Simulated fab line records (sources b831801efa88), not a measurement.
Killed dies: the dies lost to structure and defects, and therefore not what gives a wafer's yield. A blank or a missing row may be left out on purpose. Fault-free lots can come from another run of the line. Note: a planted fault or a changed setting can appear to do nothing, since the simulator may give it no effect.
Shared-tool check | flow sky130 | 30 wafers sampled across 10 lots

## REASON FOR OPENING
SKY_VT_ADJUST_HVTR_TW_MEAS_11, reading VT_ADJUST_HVTR_TW: flagged on 2 of 10 lots. Wafers without a fault read 209.8, standard deviation 1.5.
Rule: flag the lot when none of its wafers has a number, or when each of its wafers that has one lies beyond 4 standard deviations from that mean. The rest of the lots are taken to be sound.

lot  | measured     | on           | VT_ADJUST_HVTR_TW, wafer by wafer | flag
L280 | day 9 15:41  | filmMetro-04 | 210.2 210.0 210.9                 | 
L282 | day 10 00:23 | filmMetro-03 | 210.1 209.7 210.6                 | 
L284 | day 10 18:44 | filmMetro-02 | 210.1 210.6 210.3                 | 
L286 | day 11 03:47 | filmMetro-03 | 262.4 261.4 261.2                 | FLAGGED
L287 | day 11 14:04 | filmMetro-04 | 261.1 261.6 261.9                 | FLAGGED
L296 | day 14 08:45 | filmMetro-04 | 209.8 210.2 211.9                 | 
L298 | day 15 04:35 | filmMetro-04 | 211.1 211.6 211.0                 | 
L299 | day 15 08:38 | filmMetro-04 | 211.0 212.3 212.3                 | 
L300 | day 15 19:48 | filmMetro-04 | 210.2 211.3 210.7                 | 
L303 | day 16 15:19 | filmMetro-03 | 206.4 207.4 206.2                 | 
The mean of the flagged lots' numbers is 261.6, +51.8 from the usual (+35 standard deviations).

## WHICH TOOL RAN EACH LOT
Before the reading, the record contains 3 process steps out of a 708-step route. Each cell gives the tool, then ch followed by the chambers the sampled wafers passed through, then the start.
lot  | flag    | SKY_NWELL_RTA_28                | SKY_VT_ADJUST_LVTN_STRIP_20         | SKY_VT_ADJUST_NCORE_COAT_02
L280 |         | rtpAnneal-01 ch 0, day 5 11:04  | plasmaAsher-02 ch 0,1, day 7 20:53  | lithoTrack-04 ch 0, day 8 06:51
L282 |         | rtpAnneal-01 ch 0, day 5 17:11  | plasmaAsher-02 ch 0,1, day 8 05:16  | lithoTrack-04 ch 0, day 8 15:29
L284 |         | rtpAnneal-02 ch 0, day 6 09:03  | plasmaAsher-02 ch 0,1, day 8 21:13  | lithoTrack-03 ch 0, day 9 08:01
L286 | FLAGGED | rtpAnneal-02 ch 0, day 6 17:02  | plasmaAsher-02 ch 0, day 9 06:39    | lithoTrack-03, day 9 17:31
L287 | FLAGGED | rtpAnneal-02 ch 0, day 6 23:35  | plasmaAsher-03 ch 0,1, day 9 15:45  | lithoTrack-03, day 10 02:23
L296 |         | rtpAnneal-02 ch 0, day 9 08:17  | plasmaAsher-03 ch 0,1, day 12 04:49 | lithoTrack-04 ch 0, day 12 16:51
L298 |         | rtpAnneal-01 ch 0, day 10 00:59 | plasmaAsher-04 ch 0,1, day 12 23:57 | lithoTrack-03 ch 0, day 13 12:37
L299 |         | rtpAnneal-02 ch 0, day 10 04:40 | plasmaAsher-02 ch 0, day 13 03:55   | lithoTrack-02 ch 0, day 13 16:41
L300 |         | rtpAnneal-01 ch 0, day 10 12:50 | plasmaAsher-02 ch 0,1, day 13 14:00 | lithoTrack-03 ch 0, day 14 02:29
L303 |         | rtpAnneal-02 ch 0, day 11 04:57 | plasmaAsher-02 ch 0, day 14 08:04   | lithoTrack-03 ch 0, day 14 21:17
What these steps do:
- SKY_NWELL_RTA_28: time 30 s.
- SKY_VT_ADJUST_LVTN_STRIP_20: strips in O2/N2.
- SKY_VT_ADJUST_NCORE_COAT_02: resist thk 1140 nm.
- SKY_VT_ADJUST_HVTR_TW_MEAS_11

## FLAGGED AGAINST TOTAL, ONE TOOL AT A TIME (gauges that did the reading follow at the end)
step                          | tool           | lots run | flagged | share of the flagged lots | sound lots run after its first flagged lot
SKY_NWELL_RTA_28              | rtpAnneal-01   | 4        | 0       | none                      | -
SKY_NWELL_RTA_28              | rtpAnneal-02   | 6        | 2       | all                       | 3 (L296,L299,L303)
SKY_VT_ADJUST_LVTN_STRIP_20   | plasmaAsher-02 | 7        | 1       | some                      | 3 (L299,L300,L303)
SKY_VT_ADJUST_LVTN_STRIP_20   | plasmaAsher-03 | 2        | 1       | some                      | 1 (L296)
SKY_VT_ADJUST_LVTN_STRIP_20   | plasmaAsher-04 | 1        | 0       | none                      | -
SKY_VT_ADJUST_NCORE_COAT_02   | lithoTrack-02  | 1        | 0       | none                      | -
SKY_VT_ADJUST_NCORE_COAT_02   | lithoTrack-03  | 6        | 2       | all                       | 3 (L298,L300,L303)
SKY_VT_ADJUST_NCORE_COAT_02   | lithoTrack-04  | 3        | 0       | none                      | -
SKY_VT_ADJUST_HVTR_TW_MEAS_11 | filmMetro-02   | 1        | 0       | none                      | -
SKY_VT_ADJUST_HVTR_TW_MEAS_11 | filmMetro-03   | 3        | 1       | some                      | 1 (L303)
SKY_VT_ADJUST_HVTR_TW_MEAS_11 | filmMetro-04   | 6        | 1       | some                      | 4 (L296,L298,L299,L300)

## WHAT THE TABLE PERMITS
In 2 table rows, all flagged lots were run: rtpAnneal-02 (SKY_NWELL_RTA_28), lithoTrack-03 (SKY_VT_ADJUST_NCORE_COAT_02).
- rtpAnneal-02 at SKY_NWELL_RTA_28: 2 of its 6 lots flagged. After the first flagged lot (L296, L299, L303), sound lots still ran on it; a lasting fault on the whole tool would not permit that.
- lithoTrack-03 at SKY_VT_ADJUST_NCORE_COAT_02: 2 of its 6 lots flagged. After the first flagged lot (L298, L300, L303), sound lots still ran on it; a lasting fault on the whole tool would not permit that. On the flagged lots its readings are blank where sound lots have values: chillPlateTempC, dispensePressureKPa, spinSpeedRpm.
Not one row of the table ran every flagged lot while running no sound lot after the first.

## WHAT WAS PUT IN BY THE SIMULATOR
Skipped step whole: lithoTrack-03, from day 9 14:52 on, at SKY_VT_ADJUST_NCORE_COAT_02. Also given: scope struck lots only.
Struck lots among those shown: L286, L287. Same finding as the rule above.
